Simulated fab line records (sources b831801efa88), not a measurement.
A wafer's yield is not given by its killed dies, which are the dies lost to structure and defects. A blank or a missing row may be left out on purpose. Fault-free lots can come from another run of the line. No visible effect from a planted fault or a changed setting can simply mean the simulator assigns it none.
Struck lot and sound lot, side by side + flow sky130 + 35 out of 708 route steps
Sound: these wafers, L159.1, L159.3, L159.6. Struck: wafer L166.5. (L166.2, L166.4 of the same lot were not struck and are left out.) The cause comes at the end.
Per side, at each step with rows, come the tool, then ch with its chambers, and then its first start. Under that, the readings that differ: sound wafers + struck wafers + difference of the means + sigmas: that difference in standard deviations of wafers without a fault.
alike: a reading whose means differ by less than 2 such deviations, as well as words and numbers matching on both sides. not compared: withheld readings; readings where some wafer has no value; bounds like >300 that might hide an equal value; numbers whose values overlap and for which the record gives no deviation.
Wherever a step has rows on one side only, a row that says differs or no value, or a row with sigmas, the two part there. When numbers do not overlap yet have no deviation, they are printed without sigmas and do not part them. Lack of a reading on every wafer of one side parts them only where that side has two or more wafers.

first, 10 steps without rows for these wafers: SKY_VIA3_DEHYDRATE_04 (time 60 s); SKY_VIA3_HMDS_05 (prime time 60 s); SKY_VIA3_COAT_06 (resist thk 60 nm); SKY_VIA3_COAT_07 (resist thk 450 nm); SKY_VIA3_SOFTBAKE_08 (time 90 s); SKY_VIA3_EXPOSE_09 (exposes mask VIM3, target cd 200 nm); SKY_VIA3_PEB_10; SKY_VIA3_DEVELOP_11 (develop time 60 s); SKY_VIA3_ETCH_14 (etches BARC in N2/H2, stops on SiO2, time 45.9 s, target depth 60 nm); SKY_VIA3_ETCH_15 (etches SiO2 in C4F8/O2/Ar, stops on TiN, target depth 507 nm, time 78 s).
SKY_VIA3_STRIP_16: strips in O2/N2.
  sound on plasma_asher-01 ch 0,1, day 40 01:17; struck on plasma_asher-01 ch 1, day 42 14:44
  alike: drypump_motor_current_A, oes_product_au, strip_time_to_endpoint_s
  not compared: rf_hours_counter_h
then, 23 steps without rows for these wafers: SKY_VIA3_STRIP_17 (strips in post etch residue remover, time 1200 s); SKY_VIA3_CLEAN_18 (cleans in IPA, time 180 s); SKY_VIA3_CLEAN_19 (cleans in O3/DIW); SKY_VIA3_SPUTTER_20 (material TiN, target thk 20 nm, time 80 s); SKY_VIA3_CVD_21 (deposits W, target thk 390 nm, time 117.31 s); SKY_VIA3_CMP_24 (polishes, stops on SiO2, t overpolish 20 s, target thk 0 nm); SKY_METAL4_SPUTTER_00 (material Ti, target thk 15 nm, time 10 s); SKY_METAL4_SPUTTER_01 (material TiN, target thk 20 nm, time 16.44 s); SKY_METAL4_SPUTTER_02 (material AlCu, target thk 735 nm, time 39.1 s); SKY_METAL4_SPUTTER_03 (material Ti, target thk 5 nm, time 3.3 s); SKY_METAL4_SPUTTER_04 (material TiN, target thk 70 nm, time 58.3 s); SKY_CAP2M_CVD_00 (deposits SiO2, target thk 15.5 nm); SKY_CAP2M_SPUTTER_02 (material TiN, target thk 200 nm, time 166.7 s); SKY_CAP2M_DEHYDRATE_05 (time 60 s); SKY_CAP2M_HMDS_06 (prime time 60 s); SKY_CAP2M_COAT_07 (resist thk 1140 nm); SKY_CAP2M_SOFTBAKE_08 (time 60 s); SKY_CAP2M_EXPOSE_09 (exposes mask CAP2M, target cd 1000 nm); SKY_CAP2M_PEB_10; SKY_CAP2M_DEVELOP_11 (develop time 60 s); SKY_CAP2M_METAL_ETCH_13 (etches TiN in Cl2/BCl3, stops on SiO2, target depth 220 nm, time 62.9 s); SKY_CAP2M_STRIP_14 (strips in O2/N2); SKY_CAP2M_STRIP_15 (strips in post etch residue remover, time 1200 s).
-- the record jumps here: 6 days lie between the struck wafers' starts before and after (it left off in module CAP2M and takes up again in module PAD_OPEN, whose first step shown is number 708 of the route) --
SKY_PAD_OPEN_PROBE_99:
  sound on prober-01, day 46 04:27; struck on prober-01, day 48 08:40
| reading                               | sound              | struck | difference | sigmas |
|---------------------------------------|--------------------|--------|------------|--------|
| defect_limited_yield (%)              | 78.7 83.1 83.9     | 71.1   | -10.8      | -6     |
| killed_at_M0_to_M3                    | 60 44 41           | 101    | +53        | +8     |
| killed_dies                           | 105 83 79          | 142    | +53        | +6     |
| killed_short                          | 43 36 44           | 28     | -13        | -2     |
| sort_bin_3_pad_short (%)              | 0.8 0.2 1.4        | 3.9    | +3.1       | +7     |
| sort_bin_5_function (%)               | 11.0 11.6 8.7      | 18.3   | +7.9       | +6     |
| sort_n_pass                           | 387 409 413        | 350    | -53        | -6     |
| sort_yield_pct (%)                    | 78.7 83.1 83.9     | 71.1   | -10.8      | -6     |
| model.etest.tester.sort_n_pass        | 387 409 413        | 350    | -53        |        |
| model.etest.tester.sort_yield_pct (%) | 78.66 83.13 83.94  | 71.14  | -10.77     |        |
| model.etest.tester.sort_bin_5_pct (%) | 10.98 11.59 8.74   | 18.29  | +7.85      |        |
| model.etest.tester.sort_bin_3_pct (%) | 0.813 0.2033 1.423 | 3.862  | +3.049     |        |
  alike: killed_at_M4_up, killed_at_contacts, killed_at_front_end, killed_at_other, killed_open, sort_bin_6_memory

## WHERE THEY PART
Only at SKY_PAD_OPEN_PROBE_99, as far as this record shows.

WHY: what the simulator had put in
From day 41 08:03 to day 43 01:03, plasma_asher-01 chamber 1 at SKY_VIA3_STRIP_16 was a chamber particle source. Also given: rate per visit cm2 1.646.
